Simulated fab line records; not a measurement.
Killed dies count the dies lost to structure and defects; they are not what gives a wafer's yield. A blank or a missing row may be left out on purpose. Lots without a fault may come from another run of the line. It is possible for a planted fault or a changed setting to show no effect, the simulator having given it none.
Chamber matching + flow gf180mcu + 4 sister chambers for GF_M5_ETCH_09 on rie_diel-04
The step etches Si3N4 in CF4/O2, target depth 52 nm, time 11.6 s. 16 wafers are shown with their chamber, then 7 later ones without.

## EACH WAFER AND ITS CHAMBER
| wafer  | chamber | drypump_motor_current_A (A) | oes_product_au (a.u.) | throttle_valve_pct (%) |
|--------|---------|-----------------------------|-----------------------|------------------------|
| L476.3 | 2       | 5.1                         | 1.010                 | 5.977                  |
| L476.4 | 3       | 5.8                         | 1.009                 | 5.971                  |
| L476.5 | 2       | 5.1                         | 1.012                 | 5.993                  |
| L479.1 | 0       | 5.8                         | 1.013                 | 5.974                  |
| L479.2 | 1       | 4.8                         | 1.009                 | 5.982                  |
| L479.6 | 1       | 4.8                         | 1.005                 | 5.981                  |
| L481.1 | 3       | 5.9                         | 1.014                 | 5.981                  |
| L481.5 | 1       | 4.8                         | 1.012                 | 5.962                  |
| L481.6 | 2       | 5.1                         | 1.013                 | 5.978                  |
| L480.1 | 1       | 4.8                         | 1.005                 | 5.979                  |
| L480.2 | 0       | 5.8                         | 0.995                 | 5.966                  |
| L480.5 | 2       | 5.1                         | 1.003                 | 5.979                  |
| L484.2 | 0       | 5.8                         | 1.000                 | 5.980                  |
| L484.3 | 3       | 5.8                         | 1.000                 | 5.968                  |
| L484.5 | 3       | 5.9                         | 0.998                 | 5.968                  |
| L490.1 | 3       | 5.9                         | 1.013                 | 5.989                  |

SIGNATURES (averages over the wafers above)
| reading                 | chamber 0 | chamber 1 | chamber 2 | chamber 3 | scatter within a chamber |
|-------------------------|-----------|-----------|-----------|-----------|--------------------------|
| drypump_motor_current_A | 5.800     | 4.800     | 5.100     | 5.860     | 0.0316                   |
| oes_product_au          | 1.00267   | 1.00775   | 1.00950   | 1.00680   | 0.00637                  |
| throttle_valve_pct      | 5.97333   | 5.97600   | 5.98175   | 5.97540   | 0.00857                  |
Rule: distance of a wafer from a chamber = root of the sum over the readings of ((wafer's reading minus chamber's mean) / reading's scatter) squared. If the next closest chamber is less than 2 further off than the closest, the wafer can't be placed; otherwise it belongs to the closest. The scatter: the root of (the sum of the squares of (reading less its chamber's mean) over the shown wafers, divided by (wafers less chambers)).

## WAFERS MISSING THEIR CHAMBER
| wafer  | drypump_motor_current_A (A) | oes_product_au (a.u.) | throttle_valve_pct (%) |
|--------|-----------------------------|-----------------------|------------------------|
| L490.3 | 4.8                         | 1.009                 | 5.980                  |
| L494.1 | 5.9                         | 1.007                 | 5.977                  |
| L494.2 | 5.8                         | 0.998                 | 5.968                  |
| L494.6 | 5.8                         | 0.995                 | 5.958                  |
| L499.1 | 5.8                         | 0.999                 | 5.970                  |
| L499.2 | 5.8                         | 0.999                 | 5.985                  |
| L499.6 | 5.8                         | 0.987                 | 5.965                  |

## WHICH CHAMBER EACH ONE RAN IN
| wafer  | from the rows above     | in truth |
|--------|-------------------------|----------|
| L490.3 | 1                       | 1        |
| L494.1 | can't be placed: 3 or 0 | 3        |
| L494.2 | can't be placed: 0 or 3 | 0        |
| L494.6 | can't be placed: 0 or 3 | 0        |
| L499.1 | can't be placed: 0 or 3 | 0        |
| L499.2 | can't be placed: 0 or 3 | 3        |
| L499.6 | can't be placed: 0 or 3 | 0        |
Correctly placed: 1 of 7. Cannot be placed on the basis of these rows: 6; the candidates contain the true chamber in 6. Placed wrongly: 0.
